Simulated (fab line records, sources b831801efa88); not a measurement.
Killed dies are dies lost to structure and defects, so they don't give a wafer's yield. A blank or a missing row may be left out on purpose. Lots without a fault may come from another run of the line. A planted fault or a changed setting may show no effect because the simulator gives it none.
One fault seen from 2 desks | flow sfq_line | each desk has only its own numbers; what lay behind them comes last

THE TOOL OWNER'S DESK: rie_metal-02
The tool's own readings at SFQ_TRILAYER_R5_BARC_OPEN_METAL_ETCH_177 (etches BARC in O2, target depth 125 nm, time 41.7 s): means of the sampled wafers that have a number, for each lot that ran on this tool. A lot is out of limits, marked OUT, if its mean lies more than 4 standard deviations from the usual mean; the brackets give that distance.
Columns: A = drypump_motor_current_A at SFQ_TRILAYER_R5_BARC_OPEN_METAL_ETCH_177, usual 5.89 A; B = oes_product_au at SFQ_TRILAYER_R5_BARC_OPEN_METAL_ETCH_177, usual 0.685 a.u.; C = run_length_s at SFQ_TRILAYER_R5_BARC_OPEN_METAL_ETCH_177, usual 70.1 s
lot  | first seen here | A    | B               | C
L895 | day 61 01:01    | 6.02 | 0.690           | 70.1
L897 | day 61 06:23    | 6.03 | 0.683           | 70.0
L900 | day 66 15:45    | 5.75 | 0.688           | 69.9
L905 | day 67 03:46    | 5.47 | 0.577 (-22) OUT | 93.1 (+49) OUT
L908 | day 67 10:57    | 6.04 | 0.578 (-22) OUT | 93.3 (+49) OUT
This desk's finding: out of limits on L905, L908; first on L905, day 67 03:46 (oes_product_au at SFQ_TRILAYER_R5_BARC_OPEN_METAL_ETCH_177). In limits: L895, L897, L900.

THE METROLOGY DESK
What the gauges read, lot by lot, whatever tool the lot ran on: means of the sampled wafers that have a number. A lot is out of limits, marked OUT, if its mean lies more than 4 standard deviations from the usual mean; the brackets give that distance.
Columns: A = I6_OVL at SFQ_I6_OVL_MEAS_942, usual -2 nm
lot  | first seen here | A
L893 | day 72 02:24    | -5
L895 | day 76 02:35    | 5
L896 | day 76 08:21    | -1
L897 | day 76 11:02    | 5
L898 | day 76 15:50    | -5
L899 | day 76 18:13    | 1
L900 | day 76 19:25    | 3
L902 | day 80 19:22    | -5
L905 | day 81 07:30    | -6
L908 | day 82 02:49    | -7
L913 | day 85 07:13    | -1
L914 | day 85 16:50    | 5
L915 | day 85 20:26    | -10
L916 | day 86 06:15    | -5
This desk's finding: nothing out of limits on any of the 14 lots.

PUT TOGETHER
The tool owner's desk could have raised an alarm at day 67 03:46, on L905, L908.
The metrology desk saw nothing out of limits.
The metrology desk has L905, L908 on record, within its limits.
Of the lots named, all ran SFQ_TRILAYER_R5_BARC_OPEN_METAL_ETCH_177 on rie_metal-02.

WHAT THE SIMULATOR HAD PUT IN
Process parameter drift: rie_metal-02, from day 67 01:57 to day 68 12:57, at SFQ_TRILAYER_R5_BARC_OPEN_METAL_ETCH_177. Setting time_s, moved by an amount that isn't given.
Lots struck among those shown: L905, L908.
Hours from the fault's start to each desk's first reading out of limits: the tool owner's desk, 2.
